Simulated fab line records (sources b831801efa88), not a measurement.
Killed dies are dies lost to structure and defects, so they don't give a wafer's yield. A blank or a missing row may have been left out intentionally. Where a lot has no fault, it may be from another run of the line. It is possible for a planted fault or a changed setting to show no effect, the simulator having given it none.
Which tool is to blame? :: flow sky130 :: 14 lots, 42 wafers sampled, at 2 steps of a route of 708

## WHAT THE GAUGES SHOWED, per wafer
SKY_VIA2_CD_MEAS_12: the cd target is 200 nm. Usual: cd-nm reads 199.8 nm (standard deviation 1.6).
lot: L731
measured: day 36 08:09
on: cd-sem-02
cd-nm (nm): 199.4 199.7 198.8
flag: 

lot: L733
measured: day 37 02:08
on: cd-sem-01
cd-nm (nm): 201.2 198.9 200.2
flag: 

lot: L734
measured: day 37 04:44
on: cd-sem-01
cd-nm (nm): 197.9 198.2 198.8
flag: 

lot: L736
measured: day 37 22:41
on: cd-sem-01
cd-nm (nm): 197.1 197.7 196.9
flag: 

lot: L737
measured: day 38 08:23
on: cd-sem-01
cd-nm (nm): 199.3 198.9 198.2
flag: 

lot: L738
measured: day 38 12:50
on: cd-sem-02
cd-nm (nm): 202.6 201.6 202.8
flag: 

lot: L739
measured: day 39 03:47
on: cd-sem-01
cd-nm (nm): 200.5 201.2 200.5
flag: 

lot: L748
measured: day 42 00:10
on: cd-sem-02
cd-nm (nm): 200.7 201.3 201.0
flag: 

lot: L749
measured: day 42 01:08
on: cd-sem-02
cd-nm (nm): 200.4 200.5 200.8
flag: 

lot: L750
measured: day 42 02:58
on: cd-sem-02
cd-nm (nm): 201.1 199.6 201.0
flag: 

lot: L751
measured: day 42 04:27
on: cd-sem-01
cd-nm (nm): 197.6 198.9 199.7
flag: 

lot: L752
measured: day 42 16:46
on: cd-sem-02
cd-nm (nm): 202.3 202.9 202.3
flag: 

lot: L753
measured: day 42 20:06
on: cd-sem-02
cd-nm (nm): 200.4 199.9 201.5
flag: 

lot: L754
measured: day 43 10:29
on: cd-sem-02
cd-nm (nm): 202.4 201.7 201.8
flag: 

SKY_VIA2_THK_MEAS_23: measures by xrf. Usual: VIA2_W_THK 440 nm, standard deviation 7.
lot: L731
measured: day 36 09:19
on: film-metro-01
VIA2_W_THK (nm): 439 431 430
flag: 

lot: L733
measured: day 37 03:18
on: film-metro-02
VIA2_W_THK (nm): 446 435 444
flag: 

lot: L734
measured: day 37 05:55
on: film-metro-02
VIA2_W_THK (nm): 440 441 447
flag: 

lot: L736
measured: day 37 23:52
on: film-metro-01
VIA2_W_THK (nm): 429 437 436
flag: 

lot: L737
measured: day 38 09:33
on: film-metro-01
VIA2_W_THK (nm): 431 434 428
flag: 

lot: L738
measured: day 38 14:01
on: film-metro-04
VIA2_W_THK (nm): 443 448 447
flag: 

lot: L739
measured: day 39 05:00
on: film-metro-01
VIA2_W_THK (nm): 441 442 446
flag: 

lot: L748
measured: day 42 01:22
on: film-metro-02
VIA2_W_THK (nm): 450 436 447
flag: 

lot: L749
measured: day 42 02:20
on: film-metro-04
VIA2_W_THK (nm): 442 443 442
flag: 

lot: L750
measured: day 42 04:13
on: film-metro-01
VIA2_W_THK (nm): 443 448 443
flag: 

lot: L751
measured: day 42 05:40
on: film-metro-04
VIA2_W_THK (nm): 446 448 443
flag: 

lot: L752
measured: day 42 17:59
on: film-metro-02
VIA2_W_THK (nm): 446 443 430
flag: 

lot: L753
measured: day 42 21:19
on: film-metro-04
VIA2_W_THK (nm): 454 452 454
flag: 

lot: L754
measured: day 43 11:40
on: film-metro-04
VIA2_W_THK (nm): 434 441 435
flag: 

## WHAT TOOL EACH LOT RAN ON (gives the tool, then ch and the chambers of the sampled wafers, and finally the start)
Before these readings, the record contains no process step.

## AS READ BY THE TOOLS THEMSELVES (means over the sampled wafers that have a number; for cases with no such wafer, the mark the record gives instead)
The record holds no such reading with a usual standard deviation.

## THE ANSWER, worked out from the rows above alone
Rule: lot off if the mean of its wafers having a number is beyond 3 standard deviations from the usual mean. A lot without any number at a reading at which 4 lots or more have one is off too. Where the step has rows for the other lots, those lots are counted as sound. Order of review: gauges by route order, followed by the tools' own readings, for which a lot's mean as printed above is used. The first step at which some lot is off is used, and at that step the reading that is off furthest; a lot without a number counts as furthest.
None of the lots is off at any reading shown; this tells nothing.

## WHAT THE SIMULATOR PUT IN
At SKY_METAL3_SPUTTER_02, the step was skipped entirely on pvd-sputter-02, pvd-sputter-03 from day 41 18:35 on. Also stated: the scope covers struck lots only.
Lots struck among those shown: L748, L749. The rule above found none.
